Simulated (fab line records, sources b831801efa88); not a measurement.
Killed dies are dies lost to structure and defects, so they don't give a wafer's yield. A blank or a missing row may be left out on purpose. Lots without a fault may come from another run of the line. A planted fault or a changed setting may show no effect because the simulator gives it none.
A struck lot beside a sound one | flow sky130 | 23 steps out of a route of 708
Sound: wafers L102.1, L102.3, L102.4. Struck: wafers L107.2, L107.3, L107.5. The cause comes at the end.
At each step with rows: each side's tool, then ch and its chambers, then its first start. Under that, the readings that differ: sound wafers | struck wafers | difference of the means | sigmas: that difference in standard deviations of wafers without a fault.
alike: readings whose means differ by less than 2 such deviations, and words and numbers that are the same on both sides. not compared: withheld readings, readings that some wafer has no value for, bounds like >300 that may hide the same value, and numbers for which the record gives no deviation and whose values overlap.
The two part at a step that has a row with sigmas, a row that says differs or no value, or rows on one side only. Numbers that don't overlap but have no deviation are shown without sigmas and don't part them. A reading that every wafer of one side lacks parts them only if that side has two wafers or more.

first, 1 step without rows for these wafers: SKY_POLY_GATE_OXIDATION_20 (stabilise 600 s, purge 300 s, target thk 4 nm).
SKY_POLY_GATE_THK_MEAS_21:
  sound on film_metro-02, day 18 01:48; struck on film_metro-01, day 20 01:32
  alike: POLY_GATE_OXIDATION_THK
SKY_POLY_GATE_CD_MEAS_22:
  sound on cd_sem-02, day 18 01:53; struck on cd_sem-02, day 20 01:37
  alike: cd_nm
then, 7 steps without rows for these wafers: SKY_LDD_N_DEHYDRATE_00 (time 60 s); SKY_LDD_N_HMDS_01 (prime time 60 s); SKY_LDD_N_COAT_02 (resist thk 300 nm); SKY_LDD_N_SOFTBAKE_03 (time 60 s); SKY_LDD_N_EXPOSE_04 (exposes mask NTM, target cd 840 nm); SKY_LDD_N_PEB_05; SKY_LDD_N_DEVELOP_06 (develop time 60 s).
SKY_LDD_N_OVL_MEAS_07:
  sound on overlay-01, day 19 08:31; struck on overlay-01, day 21 07:46
  reading        | sound       | struck         | difference | sigmas
  LDD_N_OVL (nm) | 2.1 2.7 1.5 | -0.5 -1.7 -1.3 | -3.3       | -3
then, 1 step without rows for these wafers: SKY_LDD_N_IMPLANT_08.
SKY_LDD_N_IMPLANT_09:
  sound on implanter-03 ch 0, day 19 08:42; struck on implanter-03 ch 0, day 21 07:58
  reading            | sound                         | struck                       | difference | sigmas
  dose_ions_cm2      | 7.495e+13 7.496e+13 7.496e+13 | 2.633e+13 2.62e+13 2.633e+13 | -4.867e+13 | -99 or more
  faraday_current_uA | 431 425 412                   | 147 149 149                  | -274       | -32
then, 6 steps without rows for these wafers: SKY_LDD_N_IMPLANT_10; SKY_LDD_N_IMPLANT_11; SKY_LDD_N_IMPLANT_12; SKY_LDD_N_IMPLANT_13; SKY_LDD_N_IMPLANT_14; SKY_LDD_N_IMPLANT_15.
SKY_LDD_N_STRIP_16: strips in O2/N2.
  sound on plasma_asher-04 ch 0,1, day 19 09:45; struck on plasma_asher-01 ch 0, day 21 09:00
  reading                      | sound             | struck            | difference | sigmas
  drypump_motor_current_A (A)  | 6.3 5.5 6.3       | 4.9 4.9 5.0       | -1.1       | -2
  strip_time_to_endpoint_s (s) | 4.330 4.295 4.331 | 4.179 4.161 4.173 | -0.148     | -11
  alike: oes_product_au
  not compared: rf_hours_counter_h
SKY_LDD_N_TW_MEAS_17:
  sound on film_metro-04, day 19 09:51; struck on film_metro-02, day 21 09:07
  reading  | sound          | struck         | difference | sigmas
  LDD_N_TW | 2618 2608 2607 | 2550 2554 2549 | -60        | -2
then, 1 step without rows for these wafers: SKY_LDD_P_DEHYDRATE_00 (time 60 s).
-- the record jumps here: 27 days lie between the struck wafers' starts before and after (it left off in module LDD_P and takes up again in module PAD_OPEN, whose first step shown is number 708 of the route) --
SKY_PAD_OPEN_PROBE_99:
  sound on prober-02, day 46 20:17; struck on prober-01, day 48 01:43
  reading                                    | sound                | struck               | difference | sigmas
  model.etest.tip_n.rs_ohm_sq                | 443.5 443.5 439.4    | 497.6 500.8 495.6    | +55.9      |
  model.etest.nfet_01v8_swapped.vt_sat_v (V) | 0.6378 0.6319 0.6321 | 0.6648 0.6675 0.6653 | +0.0319    |
  alike: killed_at_M0_to_M3, killed_at_M4_up, killed_at_contacts, killed_at_front_end, killed_at_other, killed_dies, killed_open, killed_short

WHERE THEY PART
First at SKY_LDD_N_OVL_MEAS_07; last, within this record, at SKY_LDD_N_TW_MEAS_17. Later steps at which nothing parts them and some readings are alike: SKY_PAD_OPEN_PROBE_99.

WHY: what the simulator had put in
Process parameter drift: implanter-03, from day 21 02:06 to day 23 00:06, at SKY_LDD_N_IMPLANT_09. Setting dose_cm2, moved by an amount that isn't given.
